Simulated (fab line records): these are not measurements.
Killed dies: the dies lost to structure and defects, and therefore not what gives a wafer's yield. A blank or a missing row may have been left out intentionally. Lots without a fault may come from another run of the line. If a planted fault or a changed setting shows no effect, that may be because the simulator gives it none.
fab line records ; flow sky130
record: lots: 6; wafers: 18; last-day: 50
route steps=708 shown CAPM@546 METAL3@555 PAD_OPEN@708
lots untouched by any fault: they come from a run of this same line in which no faults occurred
start-h: start of the lot's first displayed wafer, in hours after the record's first day ; wait-h: hours elapsed since this lot's preceding step ; " identical to the entry in the row above ; L1.1+2: a row that stands for several wafers ; - no value, or no start was given ; * or withheld: withheld ; < > ~ a bound
route shown NAME@n: names a module that has steps shown in the file, with the first one's number in the route ; usual: mean/standard deviation taken from wafers without a fault ; same: alike in all rows ; chamber/n: place in a boat ; sites: per-site readings ; _std_site: the standard deviation of these ; _edge_site: the outer-site mean with the inner-site mean subtracted ; radius-mm: for every site, how far away it sits from the centre of the wafer ; mask NAME#n: copy n ; behind: tool/chamber where the wafer was last shaped ; hold: the reason the lot was held/the length of the hold in hours/how it ended ; device: the transistor (n, p or np) that didn't switch ; end of line: at the end of the route, the tests of the same wafers ; step lacking rows: just its recipe ; killed: dies that structure and defects cost at the first sort, which is not the same as the wafer's yield ; map: the dies of a wafer, with x for killed, . for not killed, _ for no die there
set.NAME: the setting as run; set.NAME@STEP: as run at that earlier step ; model.NAME: the simulator's own value behind a step, which no gauge read
certain route steps with their lots: each step a table, each wafer a row
services: when a tool's chamber went out of use (start-h, in hours from the record's first day, below 0 if earlier), for how many hours, and the reason
== steps ==
step: SKY_CAPM_EXPOSE_09
recipe: mask-id: CAPM; na: 0.6; source-shape: conventional; sigma-outer: 0.6; polarization: unpolarized; target-cd-nm: 1000; dose-mj: 159
step: SKY_CAPM_PEB_10
recipe: temp-c: withheld; time-s: *; resist: NOVOLAK
step: SKY_CAPM_DEVELOP_11
recipe: resist: NOVOLAK; developer: TMAH; develop-time-s: 60; dev-temp-c: 23
step: SKY_CAPM_OVL_MEAS_12
usual: CAPM_OVL: 0.2/1.4
lot.wafer;tool;chamber;start-h;wait-h;CAPM_OVL[nm]
L972.2;overlay-01;-;875.11;0.1;-1.7
L972.3;overlay-01;-;875.11;0.1;1.0
L972.6;overlay-01;-;875.11;0.1;1.3
L976.2;overlay-01;-;906.52;0.1;-0.5
L976.4;overlay-01;-;906.52;0.1;0.4
L976.5;overlay-01;-;906.52;0.1;0.4
L990.1;overlay-01;-;1005.96;0.1;-1.2
L990.4;overlay-01;-;1005.96;0.1;-1.1
L990.5;overlay-01;-;1005.96;0.1;1.3
L991.4;overlay-01;-;1014.97;0.1;2.6
L991.5;overlay-01;-;1014.97;0.1;-0.2
L991.6;overlay-01;-;1014.97;0.1;0.7
L992.2;overlay-01;-;1019.86;0.1;1.3
L992.3;overlay-01;-;1019.86;0.1;1.5
L992.6;overlay-01;-;1019.86;0.1;2.4
L994.2;overlay-02;-;1027.81;0.1;0.6
L994.5;overlay-02;-;1027.81;0.1;0.1
L994.6;overlay-02;-;1027.81;0.1;2.3
step: SKY_CAPM_METAL_ETCH_13
recipe: target-depth-nm: 220; stop-on: SiO2; chemistry: Cl2/BCl3; target: TiN; pressure-mtorr: 10; icp-w: 900; bias-w: 48.5; Cl2_flow_sccm: 60; bcl3-flow-sccm: 30; time-s: 62.9
usual: drypump-motor-current-A: 5.5/0.51; oes-product-au: 0.943/0.0083; throttle-valve-pct: 21.901/0.0098
lot.wafer;tool;chamber;start-h;wait-h;drypump-motor-current-A;oes-product-au;rf-hours-counter-h;throttle-valve-pct
L972.2;rie-metal-02;0;875.14;0.0;6.2;0.933;9;21.902
L972.3;rie-metal-02;1;875.14;0.0;5.8;0.944;-;21.895
L972.6;rie-metal-02;0;875.14;0.0;6.2;0.929;-;21.902
L976.2;rie-metal-01;1;906.55;0.0;5.3;0.938;15;21.906
L976.4;rie-metal-01;1;906.55;0.0;5.4;0.934;-;21.905
L976.5;rie-metal-01;1;906.55;0.0;5.3;0.940;-;21.907
L990.1;rie-metal-01;1;1006.00;0.0;5.3;0.950;19;21.899
L990.4;rie-metal-01;1;1006.00;0.0;5.3;0.956;-;21.886
L990.5;rie-metal-01;1;1006.00;0.0;5.3;0.944;-;21.897
L991.4;rie-metal-03;0;1015.01;0.0;5.5;0.944;-;21.897
L991.5;rie-metal-03;0;1015.01;0.0;5.5;0.932;-;21.916
L991.6;rie-metal-03;1;1015.01;0.0;6.4;0.946;-;21.900
L992.2;rie-metal-02;1;1019.89;0.0;5.8;0.931;13;21.909
L992.3;rie-metal-02;0;1019.89;0.0;6.2;0.933;-;21.893
L992.6;rie-metal-02;1;1019.89;0.0;5.7;0.940;-;21.918
L994.2;rie-metal-02;0;1027.84;0.0;6.2;0.939;18;21.918
L994.5;rie-metal-02;1;1027.84;0.0;5.7;0.928;-;21.889
L994.6;rie-metal-02;0;1027.84;0.0;6.2;0.930;-;21.902
step: SKY_CAPM_STRIP_14
recipe: chemistry: O2/N2; power-w: 1400; pressure-mtorr: 1500; platen-temp-c: withheld; o2-flow-sccm: 3000; n2-flow-sccm: 300; overash-fraction: 0.5
usual: drypump-motor-current-A: 5.7/0.47; o2-flow-sccm: 3001/8.2; oes-product-au: 0.710/0.0043; strip-time-to-endpoint-s: 12.64/0.044
same: overash-fraction: 0.5
lot.wafer;tool;chamber;start-h;wait-h;drypump-motor-current-A;o2-flow-sccm;oes-product-au;rf-hours-counter-h;strip-time-to-endpoint-s
L972.2;plasma-asher-02;0;875.21;0.1;6.2;3006;0.705;17;12.71
L972.3;plasma-asher-02;1;875.21;0.1;5.8;3001;0.713;-;12.65
L972.6;plasma-asher-02;1;875.21;0.1;5.8;3002;0.705;-;12.68
L976.2;plasma-asher-04;0;906.66;0.1;6.3;3026;0.706;100;12.54
L976.4;plasma-asher-04;0;906.66;0.1;6.3;3001;0.710;-;12.54
L976.5;plasma-asher-04;0;906.66;0.1;6.3;3009;0.706;-;12.55
L990.1;plasma-asher-01;0;1006.08;0.1;4.9;3009;0.709;55;12.58
L990.4;plasma-asher-01;0;1006.08;0.1;4.9;3004;0.715;-;12.56
L990.5;plasma-asher-01;0;1006.08;0.1;5.0;2995;0.707;-;12.58
L991.4;plasma-asher-01;0;1015.10;0.1;5.0;3004;0.712;-;12.67
L991.5;plasma-asher-01;1;1015.10;0.1;5.5;2997;0.717;-;12.66
L991.6;plasma-asher-01;0;1015.10;0.1;4.9;3001;0.706;-;12.65
L992.2;plasma-asher-04;1;1019.96;0.1;5.4;3001;0.712;111;12.62
L992.3;plasma-asher-04;0;1019.96;0.1;6.3;3007;0.702;-;12.63
L992.6;plasma-asher-04;1;1019.96;0.1;5.4;3009;0.712;-;12.63
L994.2;plasma-asher-02;1;1027.91;0.1;5.8;2991;0.707;32;12.66
L994.5;plasma-asher-02;0;1027.91;0.1;6.2;3003;0.700;-;12.64
L994.6;plasma-asher-02;1;1027.91;0.1;5.8;3000;0.707;-;12.70
step: SKY_CAPM_STRIP_15
recipe: chemistry: post-etch-residue-remover; time-s: 1200; temp-c: 72.5
step: SKY_CAPM_CLEAN_16
recipe: chemistry: IPA; time-s: 180; temp-c: 25
step: SKY_CAPM_CLEAN_17
recipe: chemistry: O3/DIW; dry: n2-spin
step: SKY_METAL3_DEHYDRATE_05
recipe: temp-c: 200; time-s: 60
step: SKY_METAL3_HMDS_06
recipe: prime-time-s: 60; prime-temp-c: 120
step: SKY_METAL3_COAT_07
recipe: resist: BARC; temp-c: withheld; time-s: withheld; spin-rpm: 3000; resist-thk-nm: 60
step: SKY_METAL3_COAT_08
recipe: resist: KrF-thick; spin-rpm: 3071; resist-thk-nm: 1140
lot.wafer;tool;chamber;start-h;wait-h;model.KrF-thick_of_METAL3_COAT_08.thk-nm
L972.2+3+6;litho-track-04;0;887;-;1124
L976.2;litho-track-02;0;919;-;1131
L976.4;litho-track-02;0;919;-;1130
L976.5;litho-track-02;0;919;-;1128
L990.1+4;litho-track-02;0;1018;-;1200
L990.5;litho-track-02;0;1018;-;1203
L991.4;litho-track-03;0;1027;-;1132
L991.5;litho-track-03;0;1027;-;1127
L991.6;litho-track-03;0;1027;-;1126
L992.2;litho-track-02;0;1031;-;1205
L992.3;litho-track-02;0;1031;-;1202
L992.6;litho-track-02;0;1031;-;1203
L994.2;litho-track-04;0;1039;-;1134
L994.5;litho-track-04;0;1039;-;1137
L994.6;litho-track-04;0;1039;-;1135
step: SKY_METAL3_SOFTBAKE_09
recipe: temp-c: 100; time-s: 90; resist: KrF-thick
step: SKY_METAL3_EXPOSE_10
recipe: mask-id: MM3; na: 0.68; source-shape: annular; sigma-inner: 0.4; sigma-outer: 0.8; target-cd-nm: 300; dose-mj: 28
step: SKY_METAL3_PEB_11
recipe: peb-temp-c: withheld; peb-time-s: withheld; resist: KrF-thick
step: SKY_METAL3_DEVELOP_12
recipe: develop-time-s: 60; resist: KrF-thick; dev-temp-c: 21
step: SKY_METAL3_CD_MEAS_13
recipe: target-cd-nm: 300
usual: cd-nm: 299.4/1.6
lot.wafer;tool;chamber;start-h;wait-h;cd-nm
L972.2;cd-sem-01;-;900.27;-;299.8
L972.3;cd-sem-01;-;900.27;-;299.7
L972.6;cd-sem-01;-;900.27;-;299.6
L976.2;cd-sem-01;-;931.37;-;302.2
L976.4;cd-sem-01;-;931.37;-;300.7
L976.5;cd-sem-01;-;931.37;-;302.0
L990.1;cd-sem-01;-;1030.05;-;302.4
L990.4;cd-sem-01;-;1030.05;-;302.9
L990.5;cd-sem-01;-;1030.05;-;301.7
L991.4;cd-sem-02;-;1038.87;-;299.5
L991.5;cd-sem-02;-;1038.87;-;300.2
L991.6;cd-sem-02;-;1038.87;-;298.7
L992.2;cd-sem-01;-;1042.62;-;299.9
L992.3;cd-sem-01;-;1042.62;-;301.1
L992.6;cd-sem-01;-;1042.62;-;301.5
L994.2;cd-sem-02;-;1050.97;-;298.5
L994.5;cd-sem-02;-;1050.97;-;297.9
L994.6;cd-sem-02;-;1050.97;-;298.4
step: SKY_METAL3_OVL_MEAS_14
usual: METAL3_OVL: 9/5.3
lot.wafer;tool;chamber;start-h;wait-h;METAL3_OVL[nm]
L972.2;overlay-01;-;900.37;0.1;5
L972.3;overlay-01;-;900.37;0.1;6
L972.6;overlay-01;-;900.37;0.1;-1
L976.2;overlay-01;-;931.47;0.1;4
L976.4;overlay-01;-;931.47;0.1;5
L976.5;overlay-01;-;931.47;0.1;8
L990.1;overlay-02;-;1030.17;0.1;10
L990.4;overlay-02;-;1030.17;0.1;3
L990.5;overlay-02;-;1030.17;0.1;6
L991.4;overlay-01;-;1038.95;0.1;5
L991.5;overlay-01;-;1038.95;0.1;7
L991.6;overlay-01;-;1038.95;0.1;9
L992.2;overlay-02;-;1042.73;0.1;13
L992.3;overlay-02;-;1042.73;0.1;12
L992.6;overlay-02;-;1042.73;0.1;15
L994.2;overlay-01;-;1051.08;0.1;7
L994.5;overlay-01;-;1051.08;0.1;9
L994.6;overlay-01;-;1051.08;0.1;6
step: SKY_METAL3_DESCUM_15
recipe: chemistry: O2; source-power-w: 150; bias-power-w: 0; pressure-mtorr: 10; temp-c: 40; time-s: 8
usual: drypump-motor-current-A: 5.5/0.43; oes-product-au: 0.999/0.0077
lot.wafer;tool;chamber;start-h;wait-h;drypump-motor-current-A;oes-product-au;rf-hours-counter-h;model.METAL3.cd-nm
L972.2;rie-metal-04;0;900.40;0.0;5.1;0.989;10;299.5
L972.3;rie-metal-04;0;900.40;0.0;5.1;0.976;-;299.6
L972.6;rie-metal-04;1;900.40;0.0;5.7;0.978;-;300.3
L976.2;rie-metal-04;0;931.50;0.0;5.1;0.996;13;301.6
L976.4;rie-metal-04;1;931.50;0.0;5.7;0.992;-;300.4
L976.5;rie-metal-04;0;931.50;0.0;5.1;0.990;-;300.9
L990.1;rie-metal-02;0;1030.20;0.0;6.2;0.999;18;302.1
L990.4;rie-metal-02;0;1030.20;0.0;6.2;0.990;-;302.3
L990.5;rie-metal-02;1;1030.20;0.0;5.8;1.005;-;302.2
L991.4;rie-metal-04;1;1038.98;0.0;5.7;1.002;-;299.8
L991.5;rie-metal-04;1;1038.98;0.0;5.7;1.000;-;300.1
L991.6;rie-metal-04;0;1038.98;0.0;5.1;0.994;-;299.3
L992.2;rie-metal-04;0;1042.76;0.0;5.1;0.999;19;300.1
L992.3;rie-metal-04;1;1042.76;0.0;5.7;1.002;-;301.7
L992.6;rie-metal-04;1;1042.76;0.0;5.7;1.001;-;301.6
L994.2;rie-metal-02;1;1051.11;0.0;5.8;0.995;15;299
L994.5;rie-metal-02;0;1051.11;0.0;6.2;0.994;-;298.3
L994.6;rie-metal-02;1;1051.11;0.0;5.8;0.995;-;298.5
step: SKY_METAL3_ETCH_16
recipe: chemistry: N2/H2; target: BARC; ion-energy-ev: 200; bias-w: 100; pressure-mtorr: 30; n2-flow-sccm: 100; h2-flow-sccm: 200; icp-w: 500; stop-on: SiO2; time-s: 85.97; target-depth-a: 600
usual: drypump-motor-current-A: 5.5/0.44; oes-product-au: 0.632/0.0045; throttle-valve-pct: 13.206/0.0079
lot.wafer;tool;chamber;start-h;wait-h;drypump-motor-current-A;oes-product-au;rf-hours-counter-h;throttle-valve-pct
L972.2;rie-metal-04;0;900.43;0.0;5.1;0.633;10;13.200
L972.3;rie-metal-04;0;900.43;0.0;5.1;0.633;-;13.202
L972.6;rie-metal-04;1;900.43;0.0;5.7;0.633;-;13.211
L976.2;rie-metal-04;0;931.53;0.0;5.1;0.633;13;13.214
L976.4;rie-metal-04;1;931.53;0.0;5.7;0.635;-;13.203
L976.5;rie-metal-04;0;931.53;0.0;5.1;0.636;-;13.209
L990.1;rie-metal-02;0;1030.23;0.0;6.2;0.634;18;13.219
L990.4;rie-metal-02;0;1030.23;0.0;6.2;0.636;-;13.208
L990.5;rie-metal-02;1;1030.23;0.0;5.8;0.635;-;13.211
L991.4;rie-metal-04;1;1039.03;0.0;5.7;0.638;-;13.210
L991.5;rie-metal-04;1;1039.03;0.0;5.7;0.629;-;13.198
L991.6;rie-metal-04;0;1039.03;0.0;5.1;0.620;-;13.203
L992.2;rie-metal-04;0;1042.79;0.0;5.1;0.630;19;13.210
L992.3;rie-metal-04;1;1042.79;0.0;5.7;0.637;-;13.204
L992.6;rie-metal-04;1;1042.79;0.0;5.7;0.630;-;13.194
L994.2;rie-metal-02;1;1051.14;0.0;5.8;0.628;15;13.205
L994.5;rie-metal-02;0;1051.14;0.0;6.2;0.626;-;13.213
L994.6;rie-metal-02;1;1051.14;0.0;5.8;0.632;-;13.202
step: SKY_METAL3_ETCH_17
recipe: target: SiO2; stop-on: TiN; chemistry: C4F8/O2/Ar; source-w: 1500; bias-w: 1200; pressure-mtorr: 40; c4f8-flow-sccm: withheld; O2_flow_sccm: 6; Ar_flow_sccm: 300; time-s: 3.9; target-depth-a: 150
usual: oes-product-au: 0.758/0.0067
lot.wafer;tool;chamber;start-h;wait-h;oes-product-au;rf-hours-counter-h
L972.2;rie-diel-01;2;900.53;0.1;0.742;17
L972.3;rie-diel-01;0;900.53;0.1;0.760;7
L972.6;rie-diel-01;2;900.53;0.1;0.755;-
L976.2;rie-diel-04;3;931.63;0.1;0.759;16
L976.4;rie-diel-04;2;931.63;0.1;0.750;12
L976.5;rie-diel-04;2;931.63;0.1;0.765;-
L990.1;rie-diel-03;2;1030.33;0.1;0.755;14
L990.4;rie-diel-03;0;1030.33;0.1;0.755;19
L990.5;rie-diel-03;0;1030.33;0.1;0.753;-
L991.4;rie-diel-03;2;1039.10;0.0;0.763;14
L991.5;rie-diel-03;0;1039.10;0.0;0.755;-
L991.6;rie-diel-03;1;1039.10;0.0;0.766;-
L992.2;rie-diel-03;2;1042.89;0.1;0.761;14
L992.3;rie-diel-03;0;1042.89;0.1;0.748;20
L992.6;rie-diel-03;1;1042.89;0.1;0.762;-
L994.2;rie-diel-03;2;1051.24;0.1;0.757;14
L994.5;rie-diel-03;1;1051.24;0.1;0.769;-
L994.6;rie-diel-03;0;1051.24;0.1;0.762;-
step: SKY_METAL3_METAL_ETCH_18
recipe: target-depth-a: 8450; stop-on: SiO2; over-etch-frac: 0.3; time-s: 183.1; chemistry: Cl2/BCl3; resist-sidewall-deg: 88; pressure-mtorr: 10; icp-w: 900; bias-w: 48.5; Cl2_flow_sccm: 60; bcl3-flow-sccm: 30
usual: drypump-motor-current-A: 5.5/0.42; oes-product-au: 0.865/0.0064; throttle-valve-pct: 22.264/0.0083
lot.wafer;tool;chamber;start-h;wait-h;drypump-motor-current-A;oes-product-au;rf-hours-counter-h;throttle-valve-pct;model.KrF-thick_of_METAL3_COAT_08.thk-nm
L972.2;rie-metal-02;0;900.55;0.0;6.2;0.863;10;22.264;507.4
L972.3;rie-metal-02;0;900.55;0.0;6.2;0.860;-;22.287;509.5
L972.6;rie-metal-02;1;900.55;0.0;5.8;0.863;-;22.259;504.4
L976.2;rie-metal-02;1;931.65;0.0;5.7;0.856;7;22.266;517
L976.4;rie-metal-02;0;931.65;0.0;6.2;0.861;-;22.265;518.1
L976.5;rie-metal-02;1;931.65;0.0;5.8;0.862;-;22.273;508
L990.1;rie-metal-04;1;1030.35;0.0;5.7;0.859;13;22.264;591.1
L990.4;rie-metal-04;0;1030.35;0.0;5.1;0.858;-;22.269;592.6
L990.5;rie-metal-04;0;1030.35;0.0;5.1;0.855;-;22.263;591.8
L991.4;rie-metal-01;1;1039.18;0.1;5.3;0.868;-;22.241;512.4
L991.5;rie-metal-01;0;1039.18;0.1;4.9;0.869;-;22.259;509.8
L991.6;rie-metal-01;1;1039.18;0.1;5.3;0.873;-;22.256;508.3
L992.2;rie-metal-01;0;1042.91;0.0;4.9;0.861;18;22.260;592.3
L992.3;rie-metal-01;1;1042.91;0.0;5.3;0.859;-;22.263;584.1
L992.6;rie-metal-01;1;1042.91;0.0;5.4;0.864;-;22.276;586.7
L994.2;rie-metal-04;0;1051.26;0.0;5.1;0.870;19;22.270;526.1
L994.5;rie-metal-04;1;1051.26;0.0;5.7;0.869;-;22.251;523.8
L994.6;rie-metal-04;0;1051.26;0.0;5.1;0.874;-;22.276;526.3
step: SKY_METAL3_STRIP_19
recipe: chemistry: O2/N2; power-w: 1400; pressure-mtorr: 1500; platen-temp-c: withheld; o2-flow-sccm: 3000; n2-flow-sccm: 300; overash-fraction: 0.5
usual: drypump-motor-current-A: 5.4/0.52; o2-flow-sccm: 3001/9; oes-product-au: 0.497/0.0056; strip-time-to-endpoint-s: 6.41/0.074
same: overash-fraction: 0.5
lot.wafer;tool;chamber;start-h;wait-h;drypump-motor-current-A;o2-flow-sccm;oes-product-au;rf-hours-counter-h;strip-time-to-endpoint-s
L972.2;plasma-asher-04;1;900.73;0.1;5.5;2997;0.491;99;6.33
L972.3;plasma-asher-04;0;900.73;0.1;6.3;3001;0.493;-;6.33
L972.6;plasma-asher-04;1;900.73;0.1;5.4;2997;0.498;-;6.30
L976.2;plasma-asher-04;1;931.83;0.1;5.5;3011;0.505;103;6.45
L976.4;plasma-asher-04;0;931.83;0.1;6.3;3002;0.495;-;6.45
L976.5;plasma-asher-04;1;931.83;0.1;5.4;3006;0.494;-;6.33
L990.1;plasma-asher-01;1;1030.53;0.1;5.5;3001;0.533;57;7.17
L990.4;plasma-asher-01;0;1030.53;0.1;4.9;2992;0.540;-;7.19
L990.5;plasma-asher-01;0;1030.53;0.1;5.0;2980;0.524;-;7.17
L991.4;plasma-asher-04;0;1039.33;0.1;6.3;3010;0.495;-;6.40
L991.5;plasma-asher-04;1;1039.33;0.1;5.4;3000;0.493;-;6.35
L991.6;plasma-asher-04;0;1039.33;0.1;6.3;3019;0.496;-;6.34
L992.2;plasma-asher-04;1;1043.08;0.1;5.4;3002;0.533;114;7.18
L992.3;plasma-asher-04;1;1043.08;0.1;5.4;3011;0.528;-;7.10
L992.6;plasma-asher-04;0;1043.08;0.1;6.3;3001;0.533;-;7.13
L994.2;plasma-asher-04;1;1051.43;0.1;5.4;3010;0.504;115;6.53
L994.5;plasma-asher-04;0;1051.43;0.1;6.3;3009;0.499;-;6.51
L994.6;plasma-asher-04;1;1051.43;0.1;5.5;3008;0.508;-;6.52
step: SKY_METAL3_STRIP_20
recipe: chemistry: post-etch-residue-remover; time-s: 1200; temp-c: 72.5
step: SKY_PAD_OPEN_PROBE_99
usual: defect-limited-yield: 82.6/1.9; killed_at_M0_to_M3: 43/6.9; killed_at_M4_up: 3.2/2; killed-at-contacts: 25/5.1; killed-at-front-end: 15/4.5; killed-at-other: 0.2/0.51; killed-dies: 85/9.5; killed-open: 48/6.9; killed-short: 38/6.7; sort_bin_3_pad_short: 0.8/0.4; sort_bin_5_function: 10.2/1.6; sort_bin_6_memory: 6.4/1.1; sort-n-pass: 407/9.5; sort-yield-pct: 82.6/1.9
same: gross-dies: 492; killed-at-back-side: 0; sort_bin_4_leakage[%]: 0; sort_bin_8_speed[%]: 0
lot.wafer;tool;chamber;start-h;wait-h;defect-limited-yield[%];killed_at_M0_to_M3;killed_at_M4_up;killed-at-contacts;killed-at-front-end;killed-at-other;killed-dies;killed-open;killed-short;sort_bin_3_pad_short[%];sort_bin_5_function[%];sort_bin_6_memory[%];sort-n-pass;sort-yield-pct[%]
L972.2;prober-01;-;1075.98;0.1;84.1;43;1;26;8;0;78;51;27;0.8;7.5;7.5;414;84.1
L972.3;prober-01;-;1076.03;0.2;83.5;37;3;16;25;0;81;40;41;1.4;8.7;6.3;411;83.5
L972.6;prober-01;-;1076.18;0.2;84.6;42;3;19;10;2;76;43;33;1.2;9.8;4.5;416;84.6
L990.1;prober-01;-;1177.96;0.1;83.1;44;6;23;10;0;83;36;47;1.0;7.1;8.7;409;83.1
L990.4;prober-01;-;1178.11;0.2;85.6;33;5;24;9;0;71;34;37;0.4;9.1;4.9;421;85.6
L990.5;prober-01;-;1178.16;0.2;81.1;46;8;27;12;0;93;51;42;1.6;11.6;5.7;399;81.1
killed by level:class
L972.2 VIA1:geometric-particle:open=12 CONTACT:geometric-particle:open=10 LI_CONTACT:geometric-particle:open=8 VIA3:geometric-particle:open=8 VIA2:geometric-particle:open=6 METAL1:geometric-particle:short=5 METAL2:geometric-particle:short=5 POLY_GATE:geometric-particle:open=3
L972.3 VIA1:geometric-particle:open=11 FIELD_ISO:geometric-particle:short=6 POLY_GATE:geometric-particle:short=6 FIELD_ISO:geometric-particle:open=5 POLY_GATE:geometric-particle:open=5 CONTACT:geometric-particle:open=5 VIA2:geometric-particle:open=5 METAL2:geometric-particle:short=4
L972.6 VIA1:geometric-particle:open=10 METAL1:geometric-particle:short=7 VIA2:geometric-particle:open=7 CONTACT:geometric-particle:open=6 LI_CONTACT:geometric-particle:open=5 LOCAL_INTERCONNECT:geometric-particle:short=4 VIA1:geometric-particle:short=3 METAL2:geometric-particle:short=3
L990.1 CONTACT:geometric-particle:short=8 METAL1:geometric-particle:short=8 METAL2:geometric-particle:short=7 VIA3:geometric-particle:open=7 VIA1:geometric-particle:open=6 VIA2:geometric-particle:open=6 LOCAL_INTERCONNECT:geometric-particle:short=5 POLY_GATE:geometric-particle:short=4
L990.4 CONTACT:geometric-particle:short=7 CONTACT:geometric-particle:open=7 VIA3:geometric-particle:open=6 METAL2:geometric-particle:short=5 LI_CONTACT:geometric-particle:open=4 METAL1:geometric-particle:short=4 VIA1:geometric-particle:open=4 VIA2:geometric-particle:open=4
L990.5 CONTACT:geometric-particle:open=14 VIA1:geometric-particle:open=11 VIA2:geometric-particle:open=8 VIA3:geometric-particle:open=6 METAL4:geometric-particle:short=6 POLY_GATE:geometric-particle:short=5 LI_CONTACT:geometric-particle:open=5 METAL2:geometric-particle:short=5
== services ==
tool;chamber;start-h;hours;kind
plasma-asher-01;-;866.85;5.1;repair
rie-diel-04;1;878.44;28.3;repair
plasma-asher-02;-;888.90;4.2;repair
rie-diel-01;1;913.32;3.2;repair
rie-diel-01;2;913.47;8.1;repair
plasma-asher-01;-;913.97;2.1;repair
rie-metal-03;-;916.14;14.6;pm
plasma-asher-02;-;916.39;10.0;pm
rie-diel-01;3;919.15;2.7;repair
rie-diel-01;1;922.89;17.5;repair
rie-diel-01;3;928.37;6.5;repair
rie-diel-04;-;933.53;2.8;pm
rie-diel-04;-;937.51;0.9;repair
rie-diel-03;1;960.12;7.7;repair
plasma-asher-04;-;989.67;2.8;repair
rie-metal-04;1;1017.20;1.5;repair
plasma-asher-04;-;1027.38;3.0;repair
plasma-asher-01;-;1037.59;4.2;repair
plasma-asher-02;-;1044.17;3.9;repair
rie-diel-04;2;1046.96;8.3;repair
rie-diel-01;3;1049.34;63.2;repair
== key ==
first-sign: step: SKY_METAL3_STRIP_19; reading: strip-time-to-endpoint-s; direction: up; sigmas: 10; usual: *; struck: *
effect: step: SKY_METAL3_STRIP_19; reading: oes-product-au; direction: up; sigmas: 6; usual: 0.497; struck: 0.532
model-effect: step: SKY_METAL3_COAT_08; value: KrF-thick_of_METAL3_COAT_08.thk-nm; without: 1127; struck: 1202
model-effect: step: SKY_METAL3_DESCUM_15; value: METAL3.cd-nm; without: 299.3; struck: 301.7
model-effect: step: SKY_METAL3_METAL_ETCH_18; value: KrF-thick_of_METAL3_COAT_08.thk-nm; without: 514.7; struck: 589.8
met-at SKY_METAL3_COAT_08
struck-wafers L990.1,L990.4,L990.5,L992.2,L992.3,L992.6
onset-between 919 1018
fault: kind: process-parameter-drift; tool: litho-track-02; chamber: -; onset-h: 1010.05; steps: SKY_METAL3_COAT_08; channel: resist-thk-nm; offset: 75.912; shape: step; end-h: 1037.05; acts-in: these-recipes-only; stated: 1140
